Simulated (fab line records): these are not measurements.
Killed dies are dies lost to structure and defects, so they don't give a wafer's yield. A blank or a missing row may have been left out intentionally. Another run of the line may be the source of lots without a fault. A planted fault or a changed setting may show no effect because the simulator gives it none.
A lot that was struck, set against a sound lot ; flow gf180mcu ; 17 steps out of a route of 602
Sound: these wafers, L706.1, L706.3, L706.4. Wafers L702.1, L702.3, L702.6 were the ones struck. The cause is given at the end.
Each step with rows lists, per side, the tool, then ch with its chambers, then its first start. Under that, the readings that differ: sound wafers ; struck wafers ; difference of the means ; sigmas: that difference in standard deviations of wafers without a fault.
alike: readings whose means differ by less than 2 such deviations, and words and numbers that are the same on both sides. not compared: withheld readings, readings that some wafer has no value for, bounds like >300 that may hide the same value, and numbers for which the record gives no deviation and whose values overlap.
The two part at a step that has a row with sigmas, a row that says differs or no value, or rows on one side only. Non-overlapping numbers with no deviation appear without sigmas and do not part them. Lack of a reading on every wafer of one side parts them only where that side has two or more wafers.

first, 5 steps without rows for these wafers: GF_V1_ETCH_17 (etches SiO2 in C4F8/O2/Ar, stops on TiN, target depth 630 nm); GF_V1_STRIP_18 (strips in O2/N2); GF_V1_STRIP_19 (strips in post etch residue remover, time 1200 s); GF_V1_CLEAN_20 (cleans in DIW); GF_V1_SPUTTER_21 (material Ti, target thk 15 nm, time 80.02 s).
GF_V1_SPUTTER_22: material TiN, target thk 10 nm, time 40 s.
  sound on pvd-sputter-01 at day 21 19:21; struck on pvd-sputter-03 at day 20 02:21
  alike: cathode-dc-power-W, chamber-pressure-pa, throttle-valve-pct
GF_V1_CVD_23: deposits W, target thk 350 nm, time 105.05 s.
  sound on cvd-w-01 ch 0, day 21 19:23; struck on cvd-w-01 ch 0, day 20 02:23
  alike: heater-power-outer-w, heater-power-w
GF_V1_RS_MEAS_24: uses a four-point probe to measure.
  sound on film-metro-03 at day 21 19:37; struck on film-metro-03 at day 20 02:37
  alike: V1_W_RS
GF_V1_THK_MEAS_25: measures by xrf.
  sound on film-metro-03 at day 21 19:44; struck on film-metro-03 at day 20 02:44
  alike: V1_W_THK
then, 2 steps without rows for these wafers: GF_V1_CMP_26 (polishes, stops on SiO2, t overpolish 15 s, target thk 0 nm); GF_M2_SPUTTER_00 (material Ti, target thk 37.5 nm, time 150 s).
GF_M2_SPUTTER_01: material TiN, target thk 30 nm, time 25 s.
  sound on pvd-sputter-02 at day 21 20:12; struck on pvd-sputter-02 at day 20 03:12
  alike: cathode-dc-power-W, chamber-pressure-pa, throttle-valve-pct
GF_M2_SPUTTER_02: material AlCu, target thk 450 nm, time 23.9 s.
  sound on pvd-sputter-02 at day 21 20:14; struck on pvd-sputter-02 at day 20 03:14
  no value came back on the struck wafers for cathode-dc-power-W (W), chamber-pressure-pa (Pa), throttle-valve-pct (%); on the sound wafers cathode-dc-power-W (W) reads 10597 10605 10600
GF_M2_SPUTTER_03: material Ti, target thk 10 nm, time 6.7 s.
  sound on pvd-sputter-02 at day 21 20:16; struck on pvd-sputter-02 at day 20 03:16
  alike: cathode-dc-power-W, chamber-pressure-pa, throttle-valve-pct
GF_M2_SPUTTER_04: material TiN, target thk 50 nm, time 41.7 s.
  sound on pvd-sputter-02 at day 21 20:17; struck on pvd-sputter-02 at day 20 03:17
reading;sound;struck;difference;sigmas
cathode-dc-power-W (W);6500.2 6497.4 6499.0;6502.2 6501.5 6500.4;+2.5;+2
  alike: chamber-pressure-pa, throttle-valve-pct
GF_M2_RS_MEAS_05: uses a four-point probe to measure.
  sound on film-metro-03 at day 21 20:19; struck on film-metro-04 at day 20 03:37
reading;sound;struck;difference;sigmas
M2_ALCU_RS (ohm/sq);0.0693 0.0690 0.0705;7.1485 7.2311 7.2000;+7.1236;+99 or more
  not compared: hold
next, for these wafers, 1 step has no rows: GF_PASSIVATION_PROBE_99.

## WHERE THEY PART
Last at GF_M2_RS_MEAS_05 as far as this record goes, first at GF_M2_SPUTTER_02.

WHY: the cause the simulator had injected
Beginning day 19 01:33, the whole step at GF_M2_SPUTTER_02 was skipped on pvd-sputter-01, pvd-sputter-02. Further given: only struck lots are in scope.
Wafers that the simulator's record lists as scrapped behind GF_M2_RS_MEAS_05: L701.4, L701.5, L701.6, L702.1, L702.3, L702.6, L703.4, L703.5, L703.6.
